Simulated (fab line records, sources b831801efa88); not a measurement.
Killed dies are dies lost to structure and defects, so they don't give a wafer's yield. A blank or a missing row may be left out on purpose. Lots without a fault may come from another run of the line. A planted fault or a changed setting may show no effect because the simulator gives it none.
One fault seen from 2 desks | flow gf180mcu | each desk has only its own numbers; what lay behind them comes last

THE METROLOGY DESK
What the gauges read, lot by lot, whatever tool the lot ran on: means of the sampled wafers that have a number. A lot is out of limits, marked OUT, if its mean lies more than 4 standard deviations from the usual mean; the brackets give that distance.
Columns: A = CONTACT_W_THK at GF_CONTACT_THK_MEAS_26, usual 302 nm; B = V1_OVL at GF_V1_OVL_MEAS_15, usual 3 nm
lot  | first seen here | A   | B
L411 | day 16 06:42    | 306 | 4
L412 | day 16 10:16    | 317 | 6
L413 | day 16 20:47    | 305 | 6
L414 | day 17 06:31    | 296 | 6
L415 | day 17 14:12    | 293 | 5
L416 | day 18 00:36    | 299 | 5
L417 | day 18 14:28    | 307 | -2
L425 | day 21 05:46    | 309 | 41 (+7.4) OUT
L424 | day 21 09:02    | 303 | 43 (+7.8) OUT
L426 | day 21 21:37    | 298 | 2
L429 | day 22 19:23    | 306 | 5
L430 | day 23 02:42    | 311 | -4
This desk's finding: out of limits on L424, L425; first on L425, day 23 05:44 (V1_OVL at GF_V1_OVL_MEAS_15). In limits: L411, L412, L413, L414, L415, L416, L417, L426, L429, L430.

THE TOOL OWNER'S DESK: krf_scanner-01
The tool's own readings at GF_V1_EXPOSE_11 (exposes mask Via1, target cd 260 nm): means of the sampled wafers that have a number, for each lot that ran on this tool. A lot is out of limits, marked OUT, if its mean lies more than 4 standard deviations from the usual mean; the brackets give that distance.
Columns: A = stage_vel_mm_s at GF_V1_EXPOSE_11, usual 500.04 mm/s
lot  | first seen here | A
L411 | day 17 18:49    | 500.23
L417 | day 20 05:59    | 499.92
L425 | day 22 19:12    | 499.74
L424 | day 22 22:01    | 500.65
This desk's finding: nothing out of limits on any of the 4 lots.

PUT TOGETHER
The metrology desk could have raised an alarm at day 23 05:44, on L424, L425.
The tool owner's desk saw nothing out of limits.
The tool owner's desk has L424, L425 on record, within its limits.
Of the lots named, all ran GF_V1_EXPOSE_11 on krf_scanner-01.

WHAT THE SIMULATOR HAD PUT IN
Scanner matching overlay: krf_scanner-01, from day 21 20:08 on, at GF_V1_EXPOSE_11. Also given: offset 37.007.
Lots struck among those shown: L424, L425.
Hours from the fault's start to each desk's first reading out of limits: the metrology desk, 34.
